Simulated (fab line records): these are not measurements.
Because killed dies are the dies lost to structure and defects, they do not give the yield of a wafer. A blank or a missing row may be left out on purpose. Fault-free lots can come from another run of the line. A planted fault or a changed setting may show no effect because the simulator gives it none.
A single fault, viewed from 2 desks    flow gf180mcu    each desk has only its own numbers; what lay behind them comes last

== THE METROLOGY DESK ==
What the gauges read, lot by lot, whatever tool the lot ran on: means of the sampled wafers that have a number. Any lot whose mean is over 4 standard deviations away from the usual mean is out of limits and marked OUT; that distance is given in the brackets.
Columns: A = HV_LDD_02_OVL at GF_HV_LDD_OVL_MEAS_32, usual -1.3 nm; B = SAB_CVD_00_THK at GF_SAB_THK_MEAS_01, usual 49.8 nm
lot   first seen here  A     B
L976  day 11 14:56     -1.6  50.3
L978  day 12 05:41     -0.9  49.7
L981  day 13 05:53     -2.1  50.3
L982  day 13 13:32     -0.2  49.8
L986  day 14 16:02     -0.1  49.3
L989  day 15 21:59     -0.4  50.1
L990  day 16 01:47     -0.1  50.3
L998  day 18 13:35     -2.1  49.7
L999  day 19 05:08     -1.8  49.8
Finding of this desk: none of the 9 lots has anything out of limits.

== AT THE TOOL OWNER'S DESK: rie-si-02 ==
The tool's own readings at GF_POLY_GATE_ETCH_13 (etches poly-Si in HBr/Cl2, stops on SiO2, target depth 198.5 nm, time 72.55 s): means of the sampled wafers that have a number, for each lot that ran on this tool. Any lot whose mean is over 4 standard deviations away from the usual mean is out of limits and marked OUT; that distance is given in the brackets.
Columns: A = HBr_flow_sccm at GF_POLY_GATE_ETCH_13, usual 150.0 sccm; B = chamber-pressure-mTorr at GF_POLY_GATE_ETCH_13, usual 10.001 mTorr; C = drypump-motor-current-A at GF_POLY_GATE_ETCH_13, usual 5.9 A; D = oes-product-au at GF_POLY_GATE_ETCH_13, usual 0.984 a.u.; E = throttle-valve-pct at GF_POLY_GATE_ETCH_13, usual 33.686 %
lot   first seen here  A      B      C    D      E
L976  day 9 07:01      149.5  9.991  6.0  0.976  33.685
L981  day 10 19:49     150.2  9.999  6.1  0.978  33.683
L982  day 11 01:34     150.3  9.998  6.1  0.976  33.689
Finding of this desk: none of the 3 lots has anything out of limits.

== PUT TOGETHER ==
Nothing out of limits was seen by the metrology desk.
The tool owner's desk saw nothing out of limits.

== WHAT THE SIMULATOR HAD PUT IN ==
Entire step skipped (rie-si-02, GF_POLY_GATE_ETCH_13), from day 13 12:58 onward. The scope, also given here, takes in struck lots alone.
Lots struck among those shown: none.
